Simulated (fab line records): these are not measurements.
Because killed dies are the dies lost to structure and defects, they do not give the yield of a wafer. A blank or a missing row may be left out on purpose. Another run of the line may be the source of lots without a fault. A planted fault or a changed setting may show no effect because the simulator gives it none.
fab line records :: flow sky130
[record]
  lots = 6
  wafers = 18
  last-day = 48
route steps=708 shown SONOS_TUNNEL@165 SONOS_ONO@168 PAD_OPEN@708
lots with no fault: from the same line, run without faults
start-h: the number of hours between the record's first day and the start of the first shown wafer of the lot :: wait-h: time in hours since the lot's previous step :: " same as the row above :: L1.1+2: a single row standing in for several wafers :: - no value, or no start was given :: * or withheld: withheld :: < > ~ a bound
route shown NAME@n: a module of which the file shows steps, and the number in the route of the first :: usual: average and standard deviation across the fault-free wafers :: same: alike in all rows :: chamber/n: place in a boat :: sites: each site's reading :: _std_site: standard deviation of those values :: _edge_site: outer sites' mean less inner sites' :: radius-mm: for every site, how far away it sits from the centre of the wafer :: mask NAME#n: copy n :: behind: tool/chamber where the wafer was last shaped :: hold: cause of the lot's hold/its duration in hours/its outcome :: device: the transistor (n, p or np) that didn't switch :: end of line: the route-end tests of the same wafers :: for a step that has no rows: nothing shown but its recipe :: killed: not the wafer's yield, but the dies lost to structure and defects at the first sort :: map: dies across one wafer; x = killed, . = not, _ = none there
set.NAME: the setting the step ran with; set.NAME@STEP: the setting that earlier step ran with :: model.NAME: the simulator's own value behind a step, which no gauge read
lots seen at some steps along the route; tables by step, rows by wafer
services: when a tool's chamber went out of use (start-h, in hours from the record's first day, below 0 if earlier), for how many hours, and the reason
[[steps]]
[step SKY_SONOS_TUNNEL_STRIP_11]
[recipe]
  chemistry = SPM
  time-s = 600
  temp-c = 130
[step SKY_SONOS_TUNNEL_TW_MEAS_12]
[usual]
  SONOS_TUNNEL_TW = 196.7/2.4
lot.wafer: L371.2
tool: film-metro-01
chamber: -
start-h: 245.04
wait-h: 0.0
SONOS_TUNNEL_TW: 194.8

lot.wafer: L371.3
tool: film-metro-01
chamber: -
start-h: 245.04
wait-h: 0.0
SONOS_TUNNEL_TW: 195.2

lot.wafer: L371.5
tool: film-metro-01
chamber: -
start-h: 245.04
wait-h: 0.0
SONOS_TUNNEL_TW: 194.0

lot.wafer: L372.2
tool: film-metro-01
chamber: -
start-h: 254.57
wait-h: 0.0
SONOS_TUNNEL_TW: 194.9

lot.wafer: L372.5
tool: film-metro-01
chamber: -
start-h: 254.57
wait-h: 0.0
SONOS_TUNNEL_TW: 195.5

lot.wafer: L372.6
tool: film-metro-01
chamber: -
start-h: 254.57
wait-h: 0.0
SONOS_TUNNEL_TW: 194.3

lot.wafer: L376.1
tool: film-metro-01
chamber: -
start-h: 282.10
wait-h: 0.0
SONOS_TUNNEL_TW: 193.5

lot.wafer: L376.5
tool: film-metro-01
chamber: -
start-h: 282.10
wait-h: 0.0
SONOS_TUNNEL_TW: 194.2

lot.wafer: L376.6
tool: film-metro-01
chamber: -
start-h: 282.10
wait-h: 0.0
SONOS_TUNNEL_TW: 193.3

lot.wafer: L379.1
tool: film-metro-02
chamber: -
start-h: 305.56
wait-h: 0.0
SONOS_TUNNEL_TW: 198.3

lot.wafer: L379.3
tool: film-metro-02
chamber: -
start-h: 305.56
wait-h: 0.0
SONOS_TUNNEL_TW: 198.5

lot.wafer: L379.5
tool: film-metro-02
chamber: -
start-h: 305.56
wait-h: 0.0
SONOS_TUNNEL_TW: 198.8

lot.wafer: L385.1
tool: film-metro-01
chamber: -
start-h: 355.99
wait-h: 0.0
SONOS_TUNNEL_TW: 194.2

lot.wafer: L385.5
tool: film-metro-01
chamber: -
start-h: 355.99
wait-h: 0.0
SONOS_TUNNEL_TW: 195.2

lot.wafer: L385.6
tool: film-metro-01
chamber: -
start-h: 355.99
wait-h: 0.0
SONOS_TUNNEL_TW: 195.4

lot.wafer: L386.1
tool: film-metro-01
chamber: -
start-h: 363.09
wait-h: 0.0
SONOS_TUNNEL_TW: 194.4

lot.wafer: L386.4
tool: film-metro-01
chamber: -
start-h: 363.09
wait-h: 0.0
SONOS_TUNNEL_TW: 192.8

lot.wafer: L386.5
tool: film-metro-01
chamber: -
start-h: 363.09
wait-h: 0.0
SONOS_TUNNEL_TW: 194.5
[step SKY_SONOS_TUNNEL_CLEAN_13]
[recipe]
  chemistry = dHF
  time-s = 20
  dilution = 100:1
  dry = ipa-marangoni
[step SKY_SONOS_ONO_OXIDATION_00]
[recipe]
  temp-c = 800
  ambient = O2
  idle-temp-c = 700
  ramp-up-c-per-min = 10
  ramp-down-c-per-min = 3
  stabilise-s = 600
  purge-s = 300
  target-thk-a = 26
  ox-time-s = 1249
[step SKY_SONOS_ONO_THK_MEAS_01]
[recipe]
  reads = SiO2_of_SONOS_ONO_OXIDATION_00
[usual]
  SONOS_ONO_OXIDATION_THK = 2.60/0.049
lot.wafer: L371.2
tool: film-metro-03
chamber: -
start-h: 247.46
wait-h: 0.0
SONOS_ONO_OXIDATION_THK[nm]: 2.59

lot.wafer: L371.3
tool: film-metro-03
chamber: -
start-h: 247.46
wait-h: 0.0
SONOS_ONO_OXIDATION_THK[nm]: 2.57

lot.wafer: L371.5
tool: film-metro-03
chamber: -
start-h: 247.46
wait-h: 0.0
SONOS_ONO_OXIDATION_THK[nm]: 2.55

lot.wafer: L372.2
tool: film-metro-02
chamber: -
start-h: 256.63
wait-h: 0.0
SONOS_ONO_OXIDATION_THK[nm]: 2.66

lot.wafer: L372.5
tool: film-metro-02
chamber: -
start-h: 256.63
wait-h: 0.0
SONOS_ONO_OXIDATION_THK[nm]: 2.63

lot.wafer: L372.6
tool: film-metro-02
chamber: -
start-h: 256.63
wait-h: 0.0
SONOS_ONO_OXIDATION_THK[nm]: 2.64

lot.wafer: L376.1
tool: film-metro-03
chamber: -
start-h: 284.43
wait-h: 0.0
SONOS_ONO_OXIDATION_THK[nm]: 2.58

lot.wafer: L376.5
tool: film-metro-03
chamber: -
start-h: 284.43
wait-h: 0.0
SONOS_ONO_OXIDATION_THK[nm]: 2.64

lot.wafer: L376.6
tool: film-metro-03
chamber: -
start-h: 284.43
wait-h: 0.0
SONOS_ONO_OXIDATION_THK[nm]: 2.61

lot.wafer: L379.1
tool: film-metro-02
chamber: -
start-h: 309.20
wait-h: 0.0
SONOS_ONO_OXIDATION_THK[nm]: 2.59

lot.wafer: L379.3
tool: film-metro-02
chamber: -
start-h: 309.20
wait-h: 0.0
SONOS_ONO_OXIDATION_THK[nm]: 2.64

lot.wafer: L379.5
tool: film-metro-02
chamber: -
start-h: 309.20
wait-h: 0.0
SONOS_ONO_OXIDATION_THK[nm]: 2.65

lot.wafer: L385.1
tool: film-metro-04
chamber: -
start-h: 359.73
wait-h: 0.0
SONOS_ONO_OXIDATION_THK[nm]: 2.59

lot.wafer: L385.5
tool: film-metro-04
chamber: -
start-h: 359.73
wait-h: 0.0
SONOS_ONO_OXIDATION_THK[nm]: 2.57

lot.wafer: L385.6
tool: film-metro-04
chamber: -
start-h: 359.73
wait-h: 0.0
SONOS_ONO_OXIDATION_THK[nm]: 2.62

lot.wafer: L386.1
tool: film-metro-02
chamber: -
start-h: 365.76
wait-h: 0.0
SONOS_ONO_OXIDATION_THK[nm]: 2.61

lot.wafer: L386.4
tool: film-metro-02
chamber: -
start-h: 365.76
wait-h: 0.0
SONOS_ONO_OXIDATION_THK[nm]: 2.57

lot.wafer: L386.5
tool: film-metro-02
chamber: -
start-h: 365.76
wait-h: 0.0
SONOS_ONO_OXIDATION_THK[nm]: 2.64
[step SKY_SONOS_ONO_CVD_02]
[recipe]
  material = Si3N4
  precursor = DCS/NH3
  target-thk-nm = 10.5
  temp-c = 770
  time-s = 180
  pressure-mtorr = 250
[step SKY_SONOS_ONO_THK_MEAS_03]
[recipe]
  reads = Si3N4_of_SONOS_ONO_CVD_02
[usual]
  SONOS_ONO_CVD_02_THK = 10.52/0.15
lot.wafer: L371.2
tool: film-metro-02
chamber: -
start-h: 248.61
wait-h: 0.0
SONOS_ONO_CVD_02_THK[nm]: 10.31

lot.wafer: L371.3
tool: film-metro-02
chamber: -
start-h: 248.61
wait-h: 0.0
SONOS_ONO_CVD_02_THK[nm]: 10.44

lot.wafer: L371.5
tool: film-metro-02
chamber: -
start-h: 248.61
wait-h: 0.0
SONOS_ONO_CVD_02_THK[nm]: 10.26

lot.wafer: L372.2
tool: film-metro-03
chamber: -
start-h: 257.74
wait-h: 0.0
SONOS_ONO_CVD_02_THK[nm]: 10.65

lot.wafer: L372.5
tool: film-metro-03
chamber: -
start-h: 257.74
wait-h: 0.0
SONOS_ONO_CVD_02_THK[nm]: 10.67

lot.wafer: L372.6
tool: film-metro-03
chamber: -
start-h: 257.74
wait-h: 0.0
SONOS_ONO_CVD_02_THK[nm]: 10.59

lot.wafer: L376.1
tool: film-metro-02
chamber: -
start-h: 288.11
wait-h: 0.0
SONOS_ONO_CVD_02_THK[nm]: 10.60

lot.wafer: L376.5
tool: film-metro-02
chamber: -
start-h: 288.11
wait-h: 0.0
SONOS_ONO_CVD_02_THK[nm]: 10.71

lot.wafer: L376.6
tool: film-metro-02
chamber: -
start-h: 288.11
wait-h: 0.0
SONOS_ONO_CVD_02_THK[nm]: 10.60

lot.wafer: L379.1
tool: film-metro-03
chamber: -
start-h: 311.59
wait-h: 0.0
SONOS_ONO_CVD_02_THK[nm]: 10.48

lot.wafer: L379.3
tool: film-metro-03
chamber: -
start-h: 311.59
wait-h: 0.0
SONOS_ONO_CVD_02_THK[nm]: 10.59

lot.wafer: L379.5
tool: film-metro-03
chamber: -
start-h: 311.59
wait-h: 0.0
SONOS_ONO_CVD_02_THK[nm]: 10.55

lot.wafer: L385.1
tool: film-metro-02
chamber: -
start-h: 363.14
wait-h: 0.0
SONOS_ONO_CVD_02_THK[nm]: 10.36

lot.wafer: L385.5
tool: film-metro-02
chamber: -
start-h: 363.14
wait-h: 0.0
SONOS_ONO_CVD_02_THK[nm]: 10.24

lot.wafer: L385.6
tool: film-metro-02
chamber: -
start-h: 363.14
wait-h: 0.0
SONOS_ONO_CVD_02_THK[nm]: 10.39

lot.wafer: L386.1
tool: film-metro-03
chamber: -
start-h: 366.94
wait-h: 0.0
SONOS_ONO_CVD_02_THK[nm]: 10.48

lot.wafer: L386.4
tool: film-metro-03
chamber: -
start-h: 366.94
wait-h: 0.0
SONOS_ONO_CVD_02_THK[nm]: 10.40

lot.wafer: L386.5
tool: film-metro-03
chamber: -
start-h: 366.94
wait-h: 0.0
SONOS_ONO_CVD_02_THK[nm]: 10.59
[step SKY_SONOS_ONO_CVD_04]
[recipe]
  material = SiO2
  precursor = SiH4/N2O
  target-thk-nm = 5.7199
  temp-c = 900
  pressure-mtorr = 400
[step SKY_SONOS_ONO_THK_MEAS_05]
[recipe]
  reads = SiO2_of_SONOS_ONO_CVD_04
[usual]
  SONOS_ONO_CVD_04_THK = 5.67/0.095
lot.wafer: L371.2
tool: film-metro-02
chamber: -
start-h: 249.92
wait-h: 0.0
SONOS_ONO_CVD_04_THK[nm]: 5.71

lot.wafer: L371.3
tool: film-metro-02
chamber: -
start-h: 249.92
wait-h: 0.0
SONOS_ONO_CVD_04_THK[nm]: 5.64

lot.wafer: L371.5
tool: film-metro-02
chamber: -
start-h: 249.92
wait-h: 0.0
SONOS_ONO_CVD_04_THK[nm]: 5.61

lot.wafer: L372.2
tool: film-metro-04
chamber: -
start-h: 259.05
wait-h: 0.0
SONOS_ONO_CVD_04_THK[nm]: 5.69

lot.wafer: L372.5
tool: film-metro-04
chamber: -
start-h: 259.05
wait-h: 0.0
SONOS_ONO_CVD_04_THK[nm]: 5.69

lot.wafer: L372.6
tool: film-metro-04
chamber: -
start-h: 259.05
wait-h: 0.0
SONOS_ONO_CVD_04_THK[nm]: 5.59

lot.wafer: L376.1
tool: film-metro-03
chamber: -
start-h: 289.42
wait-h: 0.0
SONOS_ONO_CVD_04_THK[nm]: 5.72

lot.wafer: L376.5
tool: film-metro-03
chamber: -
start-h: 289.42
wait-h: 0.0
SONOS_ONO_CVD_04_THK[nm]: 5.72

lot.wafer: L376.6
tool: film-metro-03
chamber: -
start-h: 289.42
wait-h: 0.0
SONOS_ONO_CVD_04_THK[nm]: 5.60

lot.wafer: L379.1
tool: film-metro-04
chamber: -
start-h: 312.90
wait-h: 0.0
SONOS_ONO_CVD_04_THK[nm]: 5.68

lot.wafer: L379.3
tool: film-metro-04
chamber: -
start-h: 312.90
wait-h: 0.0
SONOS_ONO_CVD_04_THK[nm]: 5.78

lot.wafer: L379.5
tool: film-metro-04
chamber: -
start-h: 312.90
wait-h: 0.0
SONOS_ONO_CVD_04_THK[nm]: 5.93

lot.wafer: L385.1
tool: film-metro-03
chamber: -
start-h: 364.45
wait-h: 0.0
SONOS_ONO_CVD_04_THK[nm]: 5.74

lot.wafer: L385.5
tool: film-metro-03
chamber: -
start-h: 364.45
wait-h: 0.0
SONOS_ONO_CVD_04_THK[nm]: 5.66

lot.wafer: L385.6
tool: film-metro-03
chamber: -
start-h: 364.45
wait-h: 0.0
SONOS_ONO_CVD_04_THK[nm]: 5.78

lot.wafer: L386.1
tool: film-metro-03
chamber: -
start-h: 368.25
wait-h: 0.0
SONOS_ONO_CVD_04_THK[nm]: 5.75

lot.wafer: L386.4
tool: film-metro-03
chamber: -
start-h: 368.25
wait-h: 0.0
SONOS_ONO_CVD_04_THK[nm]: 5.78

lot.wafer: L386.5
tool: film-metro-03
chamber: -
start-h: 368.25
wait-h: 0.0
SONOS_ONO_CVD_04_THK[nm]: 5.86
[step SKY_SONOS_ONO_DEHYDRATE_06]
[recipe]
  temp-c = 200
  time-s = 60
[step SKY_SONOS_ONO_HMDS_07]
[recipe]
  prime-time-s = 60
  prime-temp-c = 120
[step SKY_SONOS_ONO_COAT_08]
[recipe]
  resist = NOVOLAK
  spin-rpm = 3000
  resist-thk-nm = 1140
[step SKY_SONOS_ONO_SOFTBAKE_09]
[recipe]
  temp-c = 90
  time-s = 60
  resist = NOVOLAK
[usual]
  heater-power-total-W = 56.60/0.041
  run-length-s = 89.30/0.17
lot.wafer: L371.2
tool: litho-track-03
chamber: 0
start-h: 262.47
wait-h: 0.1
heater-power-total-W: 56.67
run-length-s: 89.36

lot.wafer: L371.3
tool: litho-track-03
chamber: 0
start-h: 262.47
wait-h: 0.1
heater-power-total-W: 56.66
run-length-s: 89.17

lot.wafer: L371.5
tool: litho-track-03
chamber: 0
start-h: 262.47
wait-h: 0.1
heater-power-total-W: 56.63
run-length-s: 89.14

lot.wafer: L372.2
tool: litho-track-02
chamber: 0
start-h: 270.97
wait-h: 0.1
heater-power-total-W: 56.63
run-length-s: 89.54

lot.wafer: L372.5
tool: litho-track-02
chamber: 0
start-h: 270.97
wait-h: 0.1
heater-power-total-W: 56.59
run-length-s: 89.57

lot.wafer: L372.6
tool: litho-track-02
chamber: 0
start-h: 270.97
wait-h: 0.1
heater-power-total-W: 56.61
run-length-s: 89.37

lot.wafer: L376.1
tool: litho-track-02
chamber: 0
start-h: 301.45
wait-h: 0.1
heater-power-total-W: 58.14
run-length-s: 84.87

lot.wafer: L376.5
tool: litho-track-02
chamber: 0
start-h: 301.45
wait-h: 0.1
heater-power-total-W: 58.15
run-length-s: 84.78

lot.wafer: L376.6
tool: litho-track-02
chamber: 0
start-h: 301.45
wait-h: 0.1
heater-power-total-W: 58.08
run-length-s: 84.75

lot.wafer: L379.1
tool: litho-track-02
chamber: 0
start-h: 325.60
wait-h: 0.1
heater-power-total-W: 58.18
run-length-s: 84.78

lot.wafer: L379.3
tool: litho-track-02
chamber: 0
start-h: 325.60
wait-h: 0.1
heater-power-total-W: 58.14
run-length-s: 84.76

lot.wafer: L379.5
tool: litho-track-02
chamber: 0
start-h: 325.60
wait-h: 0.1
heater-power-total-W: 58.09
run-length-s: 85.06

lot.wafer: L385.1
tool: litho-track-01
chamber: 0
start-h: 378.09
wait-h: 0.1
heater-power-total-W: 56.57
run-length-s: 89.09

lot.wafer: L385.5
tool: litho-track-01
chamber: 0
start-h: 378.09
wait-h: 0.1
heater-power-total-W: 56.60
run-length-s: 89.28

lot.wafer: L385.6
tool: litho-track-01
chamber: 0
start-h: 378.09
wait-h: 0.1
heater-power-total-W: 56.60
run-length-s: 89.06

lot.wafer: L386.1
tool: litho-track-01
chamber: 0
start-h: 382.04
wait-h: 0.1
heater-power-total-W: 56.65
run-length-s: 89.21

lot.wafer: L386.4
tool: litho-track-01
chamber: 0
start-h: 382.04
wait-h: 0.1
heater-power-total-W: 56.57
run-length-s: 89.22

lot.wafer: L386.5
tool: litho-track-01
chamber: 0
start-h: 382.04
wait-h: 0.1
heater-power-total-W: 56.56
run-length-s: 89.10
[step SKY_SONOS_ONO_EXPOSE_10]
[recipe]
  mask-id = ONOM
  target-cd-nm = 410
  na = 0.6
  source-shape = conventional
  sigma-outer = 0.6
  dose-mj = 150
[step SKY_PAD_OPEN_PROBE_99]
[usual]
  killed_at_M0_to_M3 = 44/7.2
  killed_at_M4_up = 3.4/2.1
  killed-at-contacts = 24/5.5
  killed-at-front-end = 15/4.6
  killed-at-other = 0.4/0.64
  killed-dies = 86/9.1
  killed-open = 47/7.5
  killed-short = 39/5.8
[same]
  gross-dies = 492
  killed-at-back-side = 0
lot.wafer: L371.2
tool: prober-01
chamber: -
start-h: 1066.46
wait-h: 0.1
killed_at_M0_to_M3: 45
killed_at_M4_up: 4
killed-at-contacts: 22
killed-at-front-end: 14
killed-at-other: 1
killed-dies: 86
killed-open: 59
killed-short: 25

lot.wafer: L371.3
tool: prober-01
chamber: -
start-h: 1066.51
wait-h: 0.2
killed_at_M0_to_M3: 38
killed_at_M4_up: 3
killed-at-contacts: 25
killed-at-front-end: 14
killed-at-other: 2
killed-dies: 82
killed-open: 35
killed-short: 47

lot.wafer: L371.5
tool: prober-01
chamber: -
start-h: 1066.61
wait-h: 0.2
killed_at_M0_to_M3: 22
killed_at_M4_up: 3
killed-at-contacts: 25
killed-at-front-end: 14
killed-at-other: 0
killed-dies: 64
killed-open: 37
killed-short: 27

lot.wafer: L372.2
tool: prober-02
chamber: -
start-h: 1078.32
wait-h: 0.1
killed_at_M0_to_M3: 43
killed_at_M4_up: 4
killed-at-contacts: 19
killed-at-front-end: 23
killed-at-other: 0
killed-dies: 89
killed-open: 56
killed-short: 32

lot.wafer: L372.5
tool: prober-02
chamber: -
start-h: 1078.47
wait-h: 0.2
killed_at_M0_to_M3: 35
killed_at_M4_up: 3
killed-at-contacts: 27
killed-at-front-end: 17
killed-at-other: 4
killed-dies: 86
killed-open: 53
killed-short: 29

lot.wafer: L372.6
tool: prober-02
chamber: -
start-h: 1078.52
wait-h: 0.2
killed_at_M0_to_M3: 45
killed_at_M4_up: 3
killed-at-contacts: 22
killed-at-front-end: 20
killed-at-other: 0
killed-dies: 90
killed-open: 49
killed-short: 41

lot.wafer: L376.1
tool: prober-02
chamber: -
start-h: 1102.16
wait-h: 0.1
killed_at_M0_to_M3: 40
killed_at_M4_up: 4
killed-at-contacts: 23
killed-at-front-end: 14
killed-at-other: 0
killed-dies: 81
killed-open: 43
killed-short: 38

lot.wafer: L376.5
tool: prober-02
chamber: -
start-h: 1102.36
wait-h: 0.2
killed_at_M0_to_M3: 39
killed_at_M4_up: 8
killed-at-contacts: 19
killed-at-front-end: 13
killed-at-other: 0
killed-dies: 79
killed-open: 40
killed-short: 39

lot.wafer: L376.6
tool: prober-02
chamber: -
start-h: 1102.41
wait-h: 0.2
killed_at_M0_to_M3: 55
killed_at_M4_up: 4
killed-at-contacts: 23
killed-at-front-end: 17
killed-at-other: 0
killed-dies: 99
killed-open: 59
killed-short: 40

lot.wafer: L379.1
tool: prober-01
chamber: -
start-h: 1122.13
wait-h: 0.1
killed_at_M0_to_M3: 35
killed_at_M4_up: 5
killed-at-contacts: 23
killed-at-front-end: 13
killed-at-other: 1
killed-dies: 77
killed-open: 42
killed-short: 34

lot.wafer: L379.3
tool: prober-01
chamber: -
start-h: 1122.23
wait-h: 0.2
killed_at_M0_to_M3: 36
killed_at_M4_up: 3
killed-at-contacts: 28
killed-at-front-end: 15
killed-at-other: 0
killed-dies: 82
killed-open: 45
killed-short: 36

lot.wafer: L379.5
tool: prober-01
chamber: -
start-h: 1122.33
wait-h: 0.2
killed_at_M0_to_M3: 45
killed_at_M4_up: 2
killed-at-contacts: 23
killed-at-front-end: 18
killed-at-other: 0
killed-dies: 88
killed-open: 49
killed-short: 39

lot.wafer: L386.1
tool: prober-01
chamber: -
start-h: 1155.61
wait-h: 0.1
killed_at_M0_to_M3: 40
killed_at_M4_up: 2
killed-at-contacts: 17
killed-at-front-end: 20
killed-at-other: 0
killed-dies: 79
killed-open: 37
killed-short: 42

lot.wafer: L386.4
tool: prober-01
chamber: -
start-h: 1155.76
wait-h: 0.2
killed_at_M0_to_M3: 45
killed_at_M4_up: 11
killed-at-contacts: 19
killed-at-front-end: 22
killed-at-other: 0
killed-dies: 97
killed-open: 54
killed-short: 43

lot.wafer: L386.5
tool: prober-01
chamber: -
start-h: 1155.81
wait-h: 0.2
killed_at_M0_to_M3: 53
killed_at_M4_up: 7
killed-at-contacts: 31
killed-at-front-end: 17
killed-at-other: 0
killed-dies: 108
killed-open: 67
killed-short: 41

lot.wafer: L385.1
tool: prober-02
chamber: -
start-h: 1157.11
wait-h: 0.1
killed_at_M0_to_M3: 33
killed_at_M4_up: 6
killed-at-contacts: 28
killed-at-front-end: 19
killed-at-other: 0
killed-dies: 86
killed-open: 49
killed-short: 37

lot.wafer: L385.5
tool: prober-02
chamber: -
start-h: 1157.31
wait-h: 0.2
killed_at_M0_to_M3: 40
killed_at_M4_up: 3
killed-at-contacts: 15
killed-at-front-end: 12
killed-at-other: 0
killed-dies: 70
killed-open: 43
killed-short: 27

lot.wafer: L385.6
tool: prober-02
chamber: -
start-h: 1157.36
wait-h: 0.2
killed_at_M0_to_M3: 38
killed_at_M4_up: 5
killed-at-contacts: 20
killed-at-front-end: 11
killed-at-other: 0
killed-dies: 74
killed-open: 42
killed-short: 32
// killed by level:class
L371.2 VIA1:geometric-particle:open=14 VIA3:geometric-particle:open=11 CONTACT:geometric-particle:open=8 VIA2:geometric-particle:open=7 FIELD_ISO:geometric-particle:open=5 LI_CONTACT:geometric-particle:open=5 FIELD_ISO:geometric-particle:short=3 LI_CONTACT:geometric-particle:short=3
L371.3 METAL2:geometric-particle:short=11 CONTACT:geometric-particle:open=9 VIA1:geometric-particle:open=8 VIA1:geometric-particle:short=7 CONTACT:geometric-particle:short=6 FIELD_ISO:geometric-particle:short=5 LI_CONTACT:geometric-particle:open=4 VIA3:geometric-particle:open=4
L371.5 CONTACT:geometric-particle:open=9 LOCAL_INTERCONNECT:geometric-particle:short=7 LI_CONTACT:geometric-particle:open=6 VIA1:geometric-particle:open=6 FIELD_ISO:geometric-particle:open=5 METAL1:geometric-particle:short=5 VIA3:geometric-particle:open=4 FIELD_ISO:geometric-particle:short=4
L372.2 VIA1:geometric-particle:open=10 CONTACT:geometric-particle:open=9 POLY_GATE:geometric-particle:open=7 VIA2:geometric-particle:open=7 METAL2:geometric-particle:short=6 FIELD_ISO:geometric-particle:open=5 VIA3:geometric-particle:open=5 POLY_GATE:geometric-particle:short=4
L372.5 CONTACT:geometric-particle:open=11 LI_CONTACT:geometric-particle:open=10 VIA1:geometric-particle:open=7 VIA3:geometric-particle:open=7 FIELD_ISO:geometric-particle:open=4 VIA2:geometric-particle:short=4 CONTACT:geometric-particle:short=4 METAL2:geometric-particle:short=4
L372.6 VIA1:geometric-particle:open=12 CONTACT:geometric-particle:open=11 LI_CONTACT:geometric-particle:open=7 VIA1:geometric-particle:short=5 VIA3:geometric-particle:open=5 FIELD_ISO:geometric-particle:open=4 FIELD_ISO:geometric-particle:short=4 POLY_GATE:geometric-particle:short=4
L376.1 VIA3:geometric-particle:open=9 LI_CONTACT:geometric-particle:open=8 VIA1:geometric-particle:open=8 METAL1:geometric-particle:short=6 FIELD_ISO:geometric-particle:short=5 CONTACT:geometric-particle:short=5 LOCAL_INTERCONNECT:geometric-particle:short=4 POLY_GATE:geometric-particle:open=3
L376.5 VIA1:geometric-particle:open=8 CONTACT:geometric-particle:open=7 VIA3:geometric-particle:open=7 POLY_GATE:geometric-particle:short=6 VIA1:geometric-particle:short=5 METAL4:geometric-particle:short=5 LOCAL_INTERCONNECT:geometric-particle:short=4 CONTACT:geometric-particle:short=4
L376.6 VIA1:geometric-particle:open=14 CONTACT:geometric-particle:open=11 VIA3:geometric-particle:open=10 FIELD_ISO:geometric-particle:open=5 CONTACT:geometric-particle:short=5 VIA1:geometric-particle:short=5 METAL2:geometric-particle:short=5 VIA2:geometric-particle:open=5
L379.1 VIA1:geometric-particle:open=9 LI_CONTACT:geometric-particle:open=7 METAL2:geometric-particle:short=7 VIA3:geometric-particle:open=7 CONTACT:geometric-particle:open=6 FIELD_ISO:geometric-particle:open=5 POLY_GATE:geometric-particle:short=4 CONTACT:geometric-particle:short=3
L379.3 CONTACT:geometric-particle:open=11 CONTACT:geometric-particle:short=9 VIA1:geometric-particle:open=9 FIELD_ISO:geometric-particle:open=7 VIA2:geometric-particle:open=5 LI_CONTACT:geometric-particle:open=5 FIELD_ISO:geometric-particle:short=4 VIA3:geometric-particle:short=4
L379.5 CONTACT:geometric-particle:open=9 METAL1:geometric-particle:short=9 VIA1:geometric-particle:open=8 VIA3:geometric-particle:open=7 CONTACT:geometric-particle:short=5 LI_CONTACT:geometric-particle:open=5 VIA1:geometric-particle:short=5 FIELD_ISO:geometric-particle:open=4
L386.1 VIA3:geometric-particle:open=9 POLY_GATE:geometric-particle:open=7 CONTACT:geometric-particle:short=6 VIA1:geometric-particle:open=6 CONTACT:geometric-particle:open=5 METAL1:geometric-particle:short=5 METAL2:geometric-particle:short=5 POLY_GATE:geometric-particle:short=4
L386.4 VIA1:geometric-particle:open=13 VIA2:geometric-particle:open=8 FIELD_ISO:geometric-particle:short=7 METAL4:geometric-particle:short=7 METAL3:geometric-particle:short=6 FIELD_ISO:geometric-particle:open=6 METAL1:geometric-particle:short=5 POLY_GATE:geometric-particle:open=4
L386.5 LI_CONTACT:geometric-particle:open=13 VIA1:geometric-particle:open=13 CONTACT:geometric-particle:open=7 VIA3:geometric-particle:open=7 CONTACT:geometric-particle:short=6 METAL1:geometric-particle:short=6 FIELD_ISO:geometric-particle:open=5 VIA2:geometric-particle:open=5
L385.1 VIA1:geometric-particle:open=14 CONTACT:geometric-particle:open=8 CONTACT:geometric-particle:short=6 VIA2:geometric-particle:open=6 FIELD_ISO:geometric-particle:open=5 LI_CONTACT:geometric-particle:short=5 LI_CONTACT:geometric-particle:open=5 METAL2:geometric-particle:short=5
L385.5 CONTACT:geometric-particle:open=10 VIA1:geometric-particle:open=9 VIA2:geometric-particle:open=9 VIA3:geometric-particle:open=5 VIA1:geometric-particle:short=4 FIELD_ISO:geometric-particle:open=3 FIELD_ISO:geometric-particle:short=3 METAL1:geometric-particle:short=3
L385.6 VIA1:geometric-particle:open=12 FIELD_ISO:geometric-particle:short=7 LI_CONTACT:geometric-particle:open=7 CONTACT:geometric-particle:open=6 LI_CONTACT:geometric-particle:short=4 VIA2:geometric-particle:open=4 METAL1:geometric-particle:short=3 METAL2:geometric-particle:short=3
[[services]]
tool: litho-track-02
chamber: -
start-h: 348.06
hours: -
kind: consumable-replace:filter
[[key]]
[first-sign]
  step = SKY_SONOS_ONO_SOFTBAKE_09
  reading = heater-power-total-W
  direction = up
  sigmas = 38
  usual = *
  struck = *
[effect]
  step = SKY_SONOS_ONO_SOFTBAKE_09
  reading = run-length-s
  direction = down
  sigmas = 26
  usual = *
  struck = *
met-at SKY_SONOS_ONO_SOFTBAKE_09
struck-wafers L376.1,L376.5,L376.6,L379.1,L379.3,L379.5
tester-left-out L376,L379
onset-between 270.97 301.45
[fault]
  kind = process-parameter-drift
  tool = litho-track-02
  chamber = -
  onset-h = 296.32
  steps = SKY_SONOS_ONO_SOFTBAKE_09
  channel = time-s
  offset = *
  shape = step
  end-h = 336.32
  acts-in = *
  stated = *
// tester-left-out: of these lots the tester's yield and bins aren't shown, on N5 and GAA mostly nor the transistor test; their killed dies are dies lost to structure and defects alone, not to doping, threshold or leakage, so they don't give the yield
